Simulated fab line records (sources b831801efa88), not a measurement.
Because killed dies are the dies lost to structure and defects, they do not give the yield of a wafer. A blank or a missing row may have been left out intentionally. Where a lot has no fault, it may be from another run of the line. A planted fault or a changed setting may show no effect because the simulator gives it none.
fab line records    flow gf180mcu
[record] lots = 13  wafers = 39  last-day = 34
route steps=602 shown V2@399 M3@409
lots that met no fault: from a run of the same line without faults
start-h: the number of hours between the record's first day and the start of the first shown wafer of the lot    wait-h: hours from the lot's prior step to this one    " same as the row above    L1.1+2: a row that stands for several wafers    - no value, or no start was given    * or withheld: withheld    < > ~ a bound
route shown NAME@n: a module of which the file shows steps, and the number in the route of the first    usual: mean/standard deviation of fault-free wafers    same: alike in all rows    chamber/n: place in a boat    sites: readings site by site    _std_site: the values' standard deviation    _edge_site: inner sites' mean taken away from outer sites' mean    radius-mm: how far each site lies from the wafer's centre    mask NAME#n: copy n    behind: tool/chamber where the wafer was last shaped    hold: why the lot went on hold/how many hours it stayed there/how the hold came to an end    device: transistor that didn't switch, given as n, p or np    end of line: tests run on the same wafers once the route is complete    where a step has no rows: the recipe by itself    killed: the dies lost at the first sort to structure and to defects; this is not the yield of the wafer    map: per-die view of a wafer (x killed, . not killed, _ where there is no die)
set.NAME: setting as actually run; set.NAME@STEP: the setting as run at that earlier step    model.NAME: the simulator's own value behind a step, which no gauge read
the route's steps for a sample of lots (tables are steps, rows are wafers)
services: a tool's chamber out of use, with start hour (start-h, from the record's first day; less than 0 if before it), hours out, and reason
[[steps]]
[step GF_V2_ETCH_17]
[recipe] chemistry = C4F8/O2/Ar  mask-material = KrF  target = SiO2  stop-on = TiN  source-w = 1500  bias-w = 1200  pressure-mtorr = 40  c4f8-flow-sccm = withheld  O2_flow_sccm = 6  Ar_flow_sccm = 300  time-s = withheld  target-depth-a = 6300
[usual] oes-product-au = 0.856/0.0046
lot.wafer  tool         chamber  start-h  wait-h  oes-product-au
L994.2     rie-diel-01  1        -        -       0.859
L994.4     "            1        "        "       0.858
L994.6     "            3        "        "       0.855
L996.1     rie-diel-02  3        -        -       0.861
L996.3     "            0        "        "       0.858
L996.5     "            2        "        "       0.857
L999.3     rie-diel-03  0        -        -       0.868
L999.4     "            3        "        "       0.855
L999.5     "            2        "        "       0.857
L101.2     rie-diel-01  2        -        -       0.852
L101.3     "            0        "        "       0.853
L101.6     "            2        "        "       0.861
L102.3     rie-diel-03  0        -        -       0.855
L102.4     "            1        "        "       0.855
L102.5     "            2        "        "       0.857
L103.1     rie-diel-03  3        -        -       0.856
L103.4     "            1        "        "       0.861
L103.6     "            1        "        "       0.855
L105.1     rie-diel-03  2        -        -       0.853
L105.2     "            1        "        "       0.849
L105.5     "            2        "        "       0.855
L106.1     rie-diel-03  1        -        -       0.867
L106.2     "            3        "        "       0.852
L106.6     "            0        "        "       0.854
L107.2     rie-diel-01  3        -        -       0.857
L107.3     "            0        "        "       0.857
L107.5     "            2        "        "       0.855
L110.2     rie-diel-02  0        -        -       0.853
L110.5     "            2        "        "       0.861
L110.6     "            1        "        "       0.855
L112.1     rie-diel-01  3        -        -       0.855
L112.3     "            2        "        "       0.855
L112.5     "            1        "        "       0.862
L115.3     rie-diel-02  2        -        -       0.855
L115.4     "            1        "        "       0.855
L115.6     "            2        "        "       0.850
L116.2     rie-diel-02  3        -        -       0.860
L116.4     "            2        "        "       0.852
L116.6     "            0        "        "       0.854
[step GF_V2_SPUTTER_21]
[recipe] material = Ti  target-thk-nm = 15  chamber-pressure-pa = 5  power-w = 2500  substrate-temp-c = 200  time-s = 80.02
[usual] throttle-valve-pct = 30.4/0.96
lot.wafer  tool            chamber  start-h  wait-h  throttle-valve-pct
L994.2     pvd-sputter-04  -        475.37   0.0     30.9
L994.4     "               -        "        "       31.6
L994.6     "               -        "        "       31.7
L996.1     pvd-sputter-03  -        489.33   0.0     30.7
L996.3     "               -        "        "       29.8
L996.5     "               -        "        "       31.7
L999.3     pvd-sputter-03  -        511.53   0.0     29.5
L999.4     "               -        "        "       29.2
L999.5     "               -        "        "       29.4
L101.2     pvd-sputter-02  -        523.02   0.0     29.2
L101.3     "               -        "        "       30.9
L101.6     "               -        "        "       29.1
L102.3     pvd-sputter-04  -        537.55   0.0     31.1
L102.4     "               -        "        "       31.3
L102.5     "               -        "        "       31.5
L103.1     pvd-sputter-03  -        543.15   0.0     29.4
L103.4     "               -        "        "       29.8
L103.6     "               -        "        "       30.9
L105.1     pvd-sputter-02  -        562.68   0.0     28.6
L105.2     "               -        "        "       29.3
L105.5     "               -        "        "       30.9
L106.1     pvd-sputter-03  -        569.20   0.0     31.4
L106.2     "               -        "        "       29.5
L106.6     "               -        "        "       29.8
L107.2     pvd-sputter-03  -        578.03   0.0     31.6
L107.3     "               -        "        "       31.0
L107.5     "               -        "        "       30.8
L110.2     pvd-sputter-03  -        599.12   0.0     30.6
L110.5     "               -        "        "       31.6
L110.6     "               -        "        "       29.5
L112.1     pvd-sputter-04  -        617.65   0.0     31.5
L112.3     "               -        "        "       31.2
L112.5     "               -        "        "       30.0
L115.3     pvd-sputter-03  -        640.81   0.0     30.7
L115.4     "               -        "        "       29.3
L115.6     "               -        "        "       29.8
L116.2     pvd-sputter-03  -        642.48   0.0     29.5
L116.4     "               -        "        "       29.9
L116.6     "               -        "        "       30.9
[step GF_M3_SPUTTER_00]
[recipe] material = Ti  target-thk-nm = 37.5  arriving-ion-energy-ev = 80  substrate-temp-c = 200  chamber-pressure-pa = 2  power-w = 4000  time-s = 150
[usual] throttle-valve-pct = 31.0/0.99
lot.wafer  tool            chamber  start-h  wait-h  throttle-valve-pct
L994.2     pvd-sputter-01  -        476.06   0.2     30.6
L994.4     "               -        "        "       29.8
L994.6     "               -        "        "       30.7
L996.1     pvd-sputter-01  -        490.02   0.2     33.1
L996.3     "               -        "        "       30.6
L996.5     "               -        "        "       33.1
L999.3     pvd-sputter-01  -        512.22   0.1     33.0
L999.4     "               -        "        "       30.3
L999.5     "               -        "        "       33.1
L101.2     pvd-sputter-03  -        523.71   0.1     29.3
L101.3     "               -        "        "       30.6
L101.6     "               -        "        "       29.7
L102.3     pvd-sputter-04  -        538.24   0.2     29.8
L102.4     "               -        "        "       31.4
L102.5     "               -        "        "       30.8
L103.1     pvd-sputter-01  -        543.86   0.1     30.5
L103.4     "               -        "        "       33.2
L103.6     "               -        "        "       31.3
L105.1     pvd-sputter-03  -        563.37   0.1     30.9
L105.2     "               -        "        "       31.5
L105.5     "               -        "        "       31.8
L106.1     pvd-sputter-01  -        569.90   0.1     30.1
L106.2     "               -        "        "       31.3
L106.6     "               -        "        "       31.4
L107.2     pvd-sputter-04  -        578.72   0.1     31.8
L107.3     "               -        "        "       29.8
L107.5     "               -        "        "       29.8
L110.2     pvd-sputter-01  -        599.81   0.1     33.2
L110.5     "               -        "        "       32.9
L110.6     "               -        "        "       31.2
L112.1     pvd-sputter-04  -        618.35   0.2     31.8
L112.3     "               -        "        "       30.8
L112.5     "               -        "        "       30.0
L115.3     pvd-sputter-04  -        641.50   0.1     31.5
L115.4     "               -        "        "       31.9
L115.6     "               -        "        "       29.8
L116.2     pvd-sputter-04  -        643.17   0.2     31.6
L116.4     "               -        "        "       30.6
L116.6     "               -        "        "       31.9
[step GF_M3_SPUTTER_02]
[recipe] material = AlCu  target-thk-nm = 450  power-w = 10600  time-s = 23.9  chamber-pressure-pa = 0.4
[usual] throttle-valve-pct = 31.0/0.96
lot.wafer  tool            chamber  start-h  wait-h  throttle-valve-pct
L994.2     pvd-sputter-01  -        476.19   0.0     30.5
L994.4     "               -        "        "       30.0
L994.6     "               -        "        "       30.5
L996.1     pvd-sputter-01  -        490.15   0.0     33.0
L996.3     "               -        "        "       30.6
L996.5     "               -        "        "       33.0
L999.3     pvd-sputter-01  -        512.35   0.0     33.0
L999.4     "               -        "        "       30.7
L999.5     "               -        "        "       33.5
L101.2     pvd-sputter-03  -        523.84   0.0     29.7
L101.3     "               -        "        "       31.1
L101.6     "               -        "        "       29.7
L102.3     pvd-sputter-04  -        538.37   0.0     29.9
L102.4     "               -        "        "       31.5
L102.5     "               -        "        "       30.9
L103.1     pvd-sputter-01  -        543.99   0.0     30.5
L103.4     "               -        "        "       32.7
L103.6     "               -        "        "       31.4
L105.1     pvd-sputter-03  -        563.50   0.0     30.8
L105.2     "               -        "        "       31.6
L105.5     "               -        "        "       31.8
L106.1     pvd-sputter-01  -        570.03   0.0     30.5
L106.2     "               -        "        "       31.3
L106.6     "               -        "        "       31.1
L107.2     pvd-sputter-04  -        578.85   0.0     31.6
L107.3     "               -        "        "       30.1
L107.5     "               -        "        "       29.7
L110.2     pvd-sputter-01  -        599.94   0.0     33.1
L110.5     "               -        "        "       32.9
L110.6     "               -        "        "       31.4
L112.1     pvd-sputter-04  -        618.48   0.0     31.9
L112.3     "               -        "        "       30.9
L112.5     "               -        "        "       29.9
L115.3     pvd-sputter-04  -        641.63   0.0     31.3
L115.4     "               -        "        "       31.5
L115.6     "               -        "        "       29.9
L116.2     pvd-sputter-04  -        643.30   0.0     31.6
L116.4     "               -        "        "       31.0
L116.6     "               -        "        "       32.0
[step GF_M3_RS_MEAS_05]
[recipe] thk-meas-gauge = four-point-probe  reads = TiN_of_M3_SPUTTER_04+Ti_of_M3_SPUTTER_03+AlCu_of_M3_SPUTTER_02+TiN_of_M3_SPUTTER_01+Ti_of_M3_SPUTTER_00
[usual] M3_ALCU_RS = 0.0697/0.00077
lot.wafer  tool           chamber  start-h  wait-h  hold                      M3_ALCU_RS[ohm/sq]
L994.2     film-metro-02  -        476.30   0.0     -                         0.0692
L994.4     "              -        "        "       -                         0.0699
L994.6     "              -        "        "       -                         0.0693
L996.1     film-metro-02  -        490.24   0.0     -                         0.0684
L996.3     "              -        "        "       -                         0.0682
L996.5     "              -        "        "       -                         0.0684
L999.3     film-metro-02  -        512.48   0.1     -                         0.0699
L999.4     "              -        "        "       -                         0.0694
L999.5     "              -        "        "       -                         0.0695
L101.2     film-metro-04  -        523.95   0.0     -                         0.0688
L101.3     "              -        "        "       -                         0.0688
L101.6     "              -        "        "       -                         0.0689
L102.3     film-metro-04  -        538.50   0.1     -                         0.0694
L102.4     "              -        "        "       -                         0.0698
L102.5     "              -        "        "       -                         0.0708
L103.1     film-metro-02  -        544.08   0.0     -                         0.0701
L103.4     "              -        "        "       -                         0.0706
L103.6     "              -        "        "       -                         0.0696
L105.1     film-metro-02  -        563.59   0.0     -                         0.0694
L105.2     "              -        "        "       -                         0.0712
L105.5     "              -        "        "       -                         0.0712
L106.1     film-metro-02  -        570.12   0.0     await-dispo/0.2h/release  0.0362
L106.2     "              -        "        "       await-dispo/0.2h/release  0.0361
L106.6     "              -        "        "       await-dispo/0.2h/release  0.0362
L106.1     film-metro-02  -        570.40   0.3     -                         0.0362
L106.2     "              -        "        "       -                         0.0361
L106.6     "              -        "        "       -                         0.0362
L107.2     film-metro-01  -        578.96   0.0     -                         0.0693
L107.3     "              -        "        "       -                         0.0702
L107.5     "              -        "        "       -                         0.0697
L110.2     film-metro-01  -        600.05   0.0     await-dispo/0.2h/release  0.0362
L110.5     "              -        "        "       await-dispo/0.2h/release  0.0362
L110.6     "              -        "        "       await-dispo/0.2h/release  0.0361
L110.2     film-metro-01  -        600.33   0.3     -                         0.0362
L110.5     "              -        "        "       -                         0.0361
L110.6     "              -        "        "       -                         0.0361
L112.1     film-metro-01  -        618.57   0.0     -                         0.0705
L112.3     "              -        "        "       -                         0.0701
L112.5     "              -        "        "       -                         0.0706
L115.3     film-metro-01  -        641.76   0.1     -                         0.0693
L115.4     "              -        "        "       -                         0.0691
L115.6     "              -        "        "       -                         0.0698
L116.2     film-metro-04  -        643.41   0.0     -                         0.0696
L116.4     "              -        "        "       -                         0.0704
L116.6     "              -        "        "       -                         0.0700
[[services]]
tool            chamber  start-h  hours  kind
rie-diel-01     0        465.90   26.3   repair
rie-diel-02     1        496.07   2.6    repair
pvd-sputter-04  -        506.25   0.7    repair
pvd-sputter-04  1        515.87   -      consumable-replace:kit
pvd-sputter-04  1        515.87   18.0   scheduled-down
pvd-sputter-04  1        515.87   18.0   vent-cycle
rie-diel-01     3        518.66   12.8   repair
rie-diel-02     -        546.13   1.8    repair
rie-diel-02     -        555.98   2.8    pm
pvd-sputter-03  2        559.18   -      consumable-replace:kit
pvd-sputter-03  2        559.18   18.0   scheduled-down
pvd-sputter-03  2        559.18   18.0   vent-cycle
pvd-sputter-01  2        564.65   -      consumable-replace:kit
rie-diel-03     3        571.55   12.2   repair
pvd-sputter-02  -        581.77   1.8    repair
rie-diel-02     3        592.20   9.3    repair
pvd-sputter-04  -        594.60   1.6    repair
rie-diel-02     -        595.94   0.3    repair
rie-diel-02     2        614.02   2.2    repair
rie-diel-01     0        620.93   3.1    repair
pvd-sputter-03  -        631.22   1.1    repair
pvd-sputter-02  -        634.54   2.2    repair
pvd-sputter-01  -        634.99   8.4    repair
rie-diel-03     -        638.73   14.6   pm
[[key]]
[first-sign] step = GF_M3_RS_MEAS_05  reading = visit  direction = added
[effect] step = GF_M3_RS_MEAS_05  reading = M3_ALCU_RS  direction = down  sigmas = 43  usual = 0.0697  struck = 0.0362
met-at GF_M3_SPUTTER_02
struck-lots L106,L110
scrapped-behind GF_M3_RS_MEAS_05 L106.1,L106.2,L106.6,L110.2,L110.5,L110.6
not-acting-at GF_V2_ETCH_17,GF_V2_SPUTTER_21,GF_M3_SPUTTER_00
onset-between 543.99 570.03
[fault] kind = process-parameter-drift  tool = pvd-sputter-01  chamber = -  onset-h = 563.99  steps = GF_M3_SPUTTER_02  channel = target-thk-nm  offset = 410.62  shape = step  end-h = 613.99  acts-in = these-recipes-only  stated = 450
